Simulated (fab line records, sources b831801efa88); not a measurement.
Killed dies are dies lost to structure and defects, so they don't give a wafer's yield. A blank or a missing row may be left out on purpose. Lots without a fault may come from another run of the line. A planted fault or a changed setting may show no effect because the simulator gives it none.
Chamber matching | flow gf180mcu | GF_V4_CMP_04 on cmp-01: 4 sister chambers
The step polishes SiO2. 4 wafers are shown with their chamber, then 6 later ones without.

WAFERS WITH THEIR CHAMBER
wafer  | chamber | motor_current_A (A)
L968.2 | 0       | 12.8
L976.5 | 1       | 10.1
L979.1 | 2       | 11.8
L979.5 | 3       | 11.8

WAFERS WITHOUT THEIR CHAMBER
wafer  | motor_current_A (A)
L986.1 | 11.4
L986.4 | 12.2
L986.6 | 11.8
L987.2 | 12.4
L987.3 | 10.4
L987.6 | 10.5

WHICH CHAMBER EACH WENT THROUGH
wafer  | from the rows above          | in truth
L986.1 | can't be placed: 2 or 3      | 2
L986.4 | can't be placed: 2 or 3 or 0 | 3
L986.6 | can't be placed: 2 or 3      | 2
L987.2 | can't be placed: 0 or 2 or 3 | 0
L987.3 | 1                            | 1
L987.6 | 1                            | 1
Placed correctly: 2 of 6. Can't be placed from these rows: 4 (the true chamber is among the candidates in 4). Placed wrongly: 0.
How it was worked out, from the rows above alone: a wafer's distance from a chamber is the root of the sum, over the readings, of the square of ((its reading less the chamber's mean) divided by the reading's scatter). The wafer belongs to the nearest chamber; if the next one is less than 2 further off, it can't be placed. A chamber's mean is the mean of its shown wafers. The scatter: with one shown wafer a chamber, the root of the mean of the squares of how far each hidden wafer lies from its nearest shown one.
